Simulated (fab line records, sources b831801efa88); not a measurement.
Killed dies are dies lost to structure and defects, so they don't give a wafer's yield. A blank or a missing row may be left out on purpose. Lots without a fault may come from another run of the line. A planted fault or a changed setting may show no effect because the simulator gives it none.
Which tool did it? | flow sky130 | 14 lots, 42 wafers sampled, at 4 steps of a route of 708

WHAT THE GAUGES READ, wafer by wafer
SKY_VIA2_RS_MEAS_22: measures by four-point-probe.
lot  | measured     | on            | VIA2_W_RS (ohm/sq)
L721 | day 36 07:49 | film_metro-04 | 0.2743 0.2730 0.2748
L722 | day 36 16:19 | film_metro-03 | 0.2729 0.2744 0.2715
L723 | day 37 02:16 | film_metro-02 | 0.2686 0.2730 0.2686
L724 | day 37 11:29 | film_metro-04 | 0.2772 0.2769 0.2735
L725 | day 37 15:19 | film_metro-04 | 0.2765 0.2776 0.2778
L728 | day 38 07:02 | film_metro-02 | 0.2718 0.2739 0.2743
L730 | day 39 00:44 | film_metro-02 | 0.2738 0.2734 0.2696
L731 | day 39 10:02 | film_metro-02 | 0.2750 0.2707 0.2734
L732 | day 39 18:36 | film_metro-03 | 0.2701 0.2698 0.2724
L739 | day 41 19:48 | film_metro-04 | 0.2736 0.2739 0.2759
L741 | day 42 08:02 | film_metro-04 | 0.2752 0.2776 0.2739
L742 | day 42 17:32 | film_metro-02 | 0.2718 0.2738 0.2742
L743 | day 42 20:02 | film_metro-04 | 0.2759 0.2753 0.2724
L744 | day 42 22:50 | film_metro-04 | 0.2741 0.2678 0.2743

WHICH TOOL RAN EACH LOT (tool, then ch and the chambers of the sampled wafers, then the start)
lot  | SKY_VT_ADJUST_HVTR_EXPOSE_04        | SKY_METAL2_ETCH_18                | SKY_VIA2_SPUTTER_20
L721 | iline_stepper-01 ch 0, day 9 04:19  | rie_metal-02 ch 0, day 35 03:25   | pvd_sputter-02, day 36 07:36
L722 | iline_stepper-01 ch 0, day 9 09:16  | rie_metal-04 ch 0,1, day 35 12:22 | pvd_sputter-02, day 36 16:05
L723 | iline_stepper-01 ch 0, day 9 16:27  | rie_metal-04 ch 0,1, day 35 22:10 | pvd_sputter-01, day 37 02:05
L724 | iline_stepper-02 ch 0, day 10 01:20 | rie_metal-02 ch 0,1, day 36 07:05 | pvd_sputter-02, day 37 11:17
L725 | iline_stepper-01 ch 0, day 10 05:43 | rie_metal-02 ch 0,1, day 36 10:37 | pvd_sputter-04, day 37 15:05
L728 | iline_stepper-02 ch 0, day 10 23:08 | rie_metal-04 ch 0,1, day 37 03:28 | pvd_sputter-04, day 38 06:50
L730 | iline_stepper-02 ch 0, day 11 11:09 | rie_metal-03 ch 0,1, day 37 21:10 | pvd_sputter-04, day 39 00:32
L731 | iline_stepper-02 ch 0, day 11 21:45 | rie_metal-04 ch 0,1, day 38 05:44 | pvd_sputter-02, day 39 09:50
L732 | iline_stepper-02 ch 0, day 12 05:24 | rie_metal-02 ch 0,1, day 38 15:58 | pvd_sputter-01, day 39 18:23
L739 | iline_stepper-01 ch 0, day 14 08:39 | rie_metal-02 ch 0,1, day 40 17:40 | pvd_sputter-04, day 41 19:35
L741 | iline_stepper-01, day 15 06:14      | rie_metal-04 ch 0,1, day 41 05:43 | pvd_sputter-01, day 42 07:50
L742 | iline_stepper-02, day 15 13:28      | rie_metal-04 ch 0,1, day 41 15:41 | pvd_sputter-01, day 42 17:21
L743 | iline_stepper-02 ch 0, day 15 14:53 | rie_metal-03 ch 0,1, day 41 17:35 | pvd_sputter-04, day 42 19:50
L744 | iline_stepper-02 ch 0, day 15 18:16 | rie_metal-02 ch 0,1, day 41 20:40 | pvd_sputter-04, day 42 22:37
- SKY_VT_ADJUST_HVTR_EXPOSE_04: exposes mask HVTRM, target cd 380 nm.
- SKY_METAL2_ETCH_18: etches BARC in N2/H2, stops on SiO2, time 45.9 s, target depth 60 nm.
- SKY_VIA2_SPUTTER_20: material TiN, target thk 20 nm, time 80 s.

WHAT THE TOOLS THEMSELVES READ (means of the sampled wafers that have a number; where no wafer has one, the mark that the record gives instead)
SKY_VT_ADJUST_HVTR_EXPOSE_04.
lot  | tool             | exposure_dose_mJ_cm2 | focus_offset_nm (nm)
L721 | iline_stepper-01 | 150.03               | -0.3
L722 | iline_stepper-01 | 149.95               | 0.1
L723 | iline_stepper-01 | 149.82               | -0.1
L724 | iline_stepper-02 | 150.01               | 0.0
L725 | iline_stepper-01 | 149.92               | -0.3
L728 | iline_stepper-02 | 149.95               | -0.5
L730 | iline_stepper-02 | 150.21               | 0.5
L731 | iline_stepper-02 | 150.41               | -0.2
L732 | iline_stepper-02 | 150.22               | -0.0
L739 | iline_stepper-01 | 149.95               | -0.2
L741 | iline_stepper-01 | -                    | -
L742 | iline_stepper-02 | -                    | -
L743 | iline_stepper-02 | 150.00               | 0.6
L744 | iline_stepper-02 | 150.11               | -0.3

SKY_METAL2_ETCH_18.
lot  | tool         | drypump_motor_current_A (A) | oes_product_au (a.u.) | throttle_valve_pct (%)
L721 | rie_metal-02 | 5.4                         | 0.861                 | 13.226
L722 | rie_metal-04 | 5.7                         | 0.852                 | 13.220
L723 | rie_metal-04 | 5.7                         | 0.857                 | 13.223
L724 | rie_metal-02 | 5.2                         | 0.857                 | 13.212
L725 | rie_metal-02 | 5.0                         | 0.858                 | 13.210
L728 | rie_metal-04 | 6.2                         | 0.855                 | 13.223
L730 | rie_metal-03 | 5.5                         | 0.854                 | 13.224
L731 | rie_metal-04 | 5.7                         | 0.853                 | 13.235
L732 | rie_metal-02 | 5.2                         | 0.856                 | 13.231
L739 | rie_metal-02 | 5.0                         | 0.853                 | 13.230
L741 | rie_metal-04 | 5.7                         | 0.850                 | 13.223
L742 | rie_metal-04 | 6.2                         | 0.850                 | 13.229
L743 | rie_metal-03 | 5.6                         | 0.854                 | 13.228
L744 | rie_metal-02 | 5.2                         | 0.854                 | 13.227

SKY_VIA2_SPUTTER_20.
lot  | tool           | throttle_valve_pct (%)
L721 | pvd_sputter-02 | 29.3
L722 | pvd_sputter-02 | 28.7
L723 | pvd_sputter-01 | 29.1
L724 | pvd_sputter-02 | 29.1
L725 | pvd_sputter-04 | 30.9
L728 | pvd_sputter-04 | 30.8
L730 | pvd_sputter-04 | 30.9
L731 | pvd_sputter-02 | 29.2
L732 | pvd_sputter-01 | 29.3
L739 | pvd_sputter-04 | 30.1
L741 | pvd_sputter-01 | 29.2
L742 | pvd_sputter-01 | 29.2
L743 | pvd_sputter-04 | 31.1
L744 | pvd_sputter-04 | 30.1

THE ANSWER, worked out from the rows above alone
Rule: what is usual is taken from the lots themselves. Put in order of their means at a reading, lots are off if they are a third of the lots or fewer, leave a main group of 4 or more, and stand apart from it by a gap of 3 or more times the standard deviation of the main group's means; of several such gaps the widest counts. A main group whose means are all the same, to the digits that the tables above print for the reading, isn't used. A lot without any number at a reading at which 4 lots or more have one is off too. The other lots that the step has rows for count as sound. The gauges are gone through in route order, then the tools' own readings, and for those a lot's mean is taken as printed above. The first step at which some lot is off is used, and at that step the reading that is off furthest; a lot without a number counts as furthest.
Off: L741, L742, at SKY_VT_ADJUST_HVTR_EXPOSE_04 (exposure_dose_mJ_cm2). Without a number there: L741, L742. The main group: mean 150.05, standard deviation 0.16.
A tool fits if, at that step or a process step before it, it ran every lot that is off, and no sound lot after the first of them. None of those tried fits.

WHAT THE SIMULATOR HAD PUT IN
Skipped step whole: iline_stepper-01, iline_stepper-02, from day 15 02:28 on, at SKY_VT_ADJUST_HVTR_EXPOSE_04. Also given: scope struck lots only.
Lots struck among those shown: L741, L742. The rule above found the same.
